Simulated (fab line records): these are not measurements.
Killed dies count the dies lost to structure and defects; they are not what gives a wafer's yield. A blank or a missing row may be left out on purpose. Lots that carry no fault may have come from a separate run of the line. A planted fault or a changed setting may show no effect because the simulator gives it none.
One fault through the eyes of 2 desks || flow sky130 || each desk holds nothing but its own numbers, with what lay behind them at the end

== DESK OF THE TOOL OWNER: iline-stepper-01 ==
The tool's own readings at SKY_VT_ADJUST_LVTN_EXPOSE_04 (exposes mask NWM COMPLEMENT LESS NATIVE, target cd 840 nm): means of the sampled wafers that have a number, for each lot that ran on this tool. A lot is out of limits, marked OUT, if its mean lies more than 4 standard deviations from the usual mean; the brackets give that distance.
Columns: A = stage-vel-mm-s at SKY_VT_ADJUST_LVTN_EXPOSE_04, usual 499.97 mm/s
{"lot": "L974", "first seen here": "day 6 14:05", "A": 500.00}
{"lot": "L975", "first seen here": "day 6 21:28", "A": 499.96}
{"lot": "L976", "first seen here": "day 7 00:56", "A": 499.87}
{"lot": "L980", "first seen here": "day 8 00:09", "A": 500.38}
{"lot": "L981", "first seen here": "day 8 05:16", "A": 500.16}
{"lot": "L982", "first seen here": "day 8 16:28", "A": 499.84}
This desk's verdict: no lot among the 6 shows anything out of limits.

== FROM THE METROLOGY DESK ==
What the gauges read, lot by lot, whatever tool the lot ran on: means of the sampled wafers that have a number. A lot is out of limits, marked OUT, if its mean lies more than 4 standard deviations from the usual mean; the brackets give that distance.
Columns: A = PWDE_OVL at SKY_PWDE_OVL_MEAS_07, usual -0.2 nm; B = VT_ADJUST_HVTP_OVL at SKY_VT_ADJUST_HVTP_OVL_MEAS_08, usual -0.6 nm; C = VT_ADJUST_LVTN_OVL at SKY_VT_ADJUST_LVTN_OVL_MEAS_07, usual 0.7 nm
{"lot": "L974", "first seen here": "day 3 21:29", "A": -0.7, "B": -0.2, "C": 1.0}
{"lot": "L975", "first seen here": "day 4 03:33", "A": -1.1, "B": 1.0, "C": 0.9}
{"lot": "L976", "first seen here": "day 4 08:14", "A": 0.8, "B": 0.0, "C": 0.6}
{"lot": "L979", "first seen here": "day 4 23:43", "A": 0.9, "B": 0.3, "C": 0.6}
{"lot": "L980", "first seen here": "day 5 04:04", "A": -1.7, "B": -1.7, "C": 1.0}
{"lot": "L981", "first seen here": "day 5 09:08", "A": 0.7, "B": -1.0, "C": "290.4 (+99 or more) OUT"}
{"lot": "L982", "first seen here": "day 5 18:14", "A": 0.3, "B": -2.2, "C": "289.1 (+99 or more) OUT"}
{"lot": "L985", "first seen here": "day 6 08:47", "A": -0.3, "B": -0.4, "C": 0.6}
{"lot": "L989", "first seen here": "day 7 07:05", "A": -0.1, "B": 0.0, "C": 1.2}
{"lot": "L991", "first seen here": "day 7 19:52", "A": -1.5, "B": -1.1, "C": 0.1}
{"lot": "L995", "first seen here": "day 8 16:56", "A": -0.4, "B": -0.5, "C": 0.1}
{"lot": "L996", "first seen here": "day 8 22:59", "A": -1.1, "B": -2.2, "C": -0.7}
Per this desk, out of limits: L981, L982; the first was L981, day 8 15:55 (VT_ADJUST_LVTN_OVL at SKY_VT_ADJUST_LVTN_OVL_MEAS_07). L974, L975, L976, L979, L980, L985, L989, L991, L995, L996: within limits.

== BROUGHT TOGETHER ==
An alarm was possible from the metrology desk at day 8 15:55, on L981, L982.
Nothing out of limits was seen by the tool owner's desk.
Tool owner's desk: L981, L982 on record, inside its limits.
The lots listed all ran SKY_VT_ADJUST_LVTN_EXPOSE_04 on iline-stepper-01.

== WHAT THE SIMULATOR HAD INSERTED ==
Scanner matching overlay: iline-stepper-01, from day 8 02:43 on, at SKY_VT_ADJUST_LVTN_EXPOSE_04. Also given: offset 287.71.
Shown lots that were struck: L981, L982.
Delay in hours, fault start to first out-of-limits reading, per desk: metrology desk 13.
